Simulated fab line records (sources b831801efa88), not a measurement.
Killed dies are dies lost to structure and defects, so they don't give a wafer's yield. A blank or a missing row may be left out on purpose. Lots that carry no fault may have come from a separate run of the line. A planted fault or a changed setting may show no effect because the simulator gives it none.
Struck lot and sound lot, side by side :: flow sky130 :: 14 out of 708 route steps
Sound: these wafers, L930.1, L930.3, L930.5. Wafers L950.2, L950.3, L950.6 were the ones struck. The cause is named last.
Each step with rows lists, per side, the tool, then ch with its chambers, then its first start. Under that, the readings that differ: sound wafers :: struck wafers :: difference of the means :: sigmas: that difference in standard deviations of wafers without a fault.
alike: readings whose means differ by less than 2 such deviations, and words and numbers that are the same on both sides. not compared: withheld readings, readings that some wafer has no value for, bounds like >300 that may hide the same value, and numbers for which the record gives no deviation and whose values overlap.
A row with sigmas, a row that says differs or no value, or rows on one side alone: a step with any of these is where the two part. Numbers that have no deviation but don't overlap get no sigmas and don't part them. Lack of a reading on every wafer of one side parts them only where that side has two or more wafers.

SKY_SONOS_TUNNEL_TW_MEAS_12:
  struck on film metro-02, day 18 21:58; sound on film metro-04, day 12 07:25
  alike: SONOS_TUNNEL_TW
then, 2 steps without rows for these wafers: SKY_SONOS_TUNNEL_CLEAN_13 (cleans in dHF, time 20 s); SKY_SONOS_ONO_OXIDATION_00 (stabilise 600 s, purge 300 s, target thk 2.6 nm).
SKY_SONOS_ONO_THK_MEAS_01:
  struck on film metro-04, day 18 23:24; sound on film metro-01, day 12 09:38
  alike: SONOS_ONO_OXIDATION_THK
then, 1 step without rows for these wafers: SKY_SONOS_ONO_CVD_02 (deposits Si3N4 from DCS/NH3, target thk 10.5 nm, time 180 s).
SKY_SONOS_ONO_THK_MEAS_03:
  struck on film metro-01, day 19 00:31; sound on film metro-04, day 12 12:27
reading: SONOS_ONO_CVD_02_THK (nm)
sound: 10.58 10.65 10.52
struck: 10.99 10.88 10.83
difference: +0.32
sigmas: +3
then, 1 step without rows for these wafers: SKY_SONOS_ONO_CVD_04 (deposits SiO2 from SiH4/N2O, target thk 5.7199 nm).
SKY_SONOS_ONO_THK_MEAS_05:
  struck on film metro-03, day 19 01:49; sound on film metro-03, day 12 13:46
  alike: SONOS_ONO_CVD_04_THK
then, 4 steps without rows for these wafers: SKY_SONOS_ONO_DEHYDRATE_06 (time 60 s); SKY_SONOS_ONO_HMDS_07 (prime time 60 s); SKY_SONOS_ONO_COAT_08 (resist thk 1140 nm); SKY_SONOS_ONO_SOFTBAKE_09 (time 60 s).
SKY_SONOS_ONO_EXPOSE_10: exposes mask ONOM, target cd 410 nm.
  sound on iline stepper-02 ch 0, day 13 01:44; struck on iline stepper-01, day 19 17:56
  no value came back on the struck wafers for exposure dose mJ cm2, focus offset nm (nm); on the sound wafers exposure dose mJ cm2 reads 149.97 150.00 150.25
  alike: mask
then, 1 step without rows for these wafers: SKY_SONOS_ONO_PEB_11.

## WHERE THEY PART
Earliest at SKY_SONOS_ONO_THK_MEAS_03; latest, in this record, at SKY_SONOS_ONO_EXPOSE_10.

WHY: whatever the simulator had introduced
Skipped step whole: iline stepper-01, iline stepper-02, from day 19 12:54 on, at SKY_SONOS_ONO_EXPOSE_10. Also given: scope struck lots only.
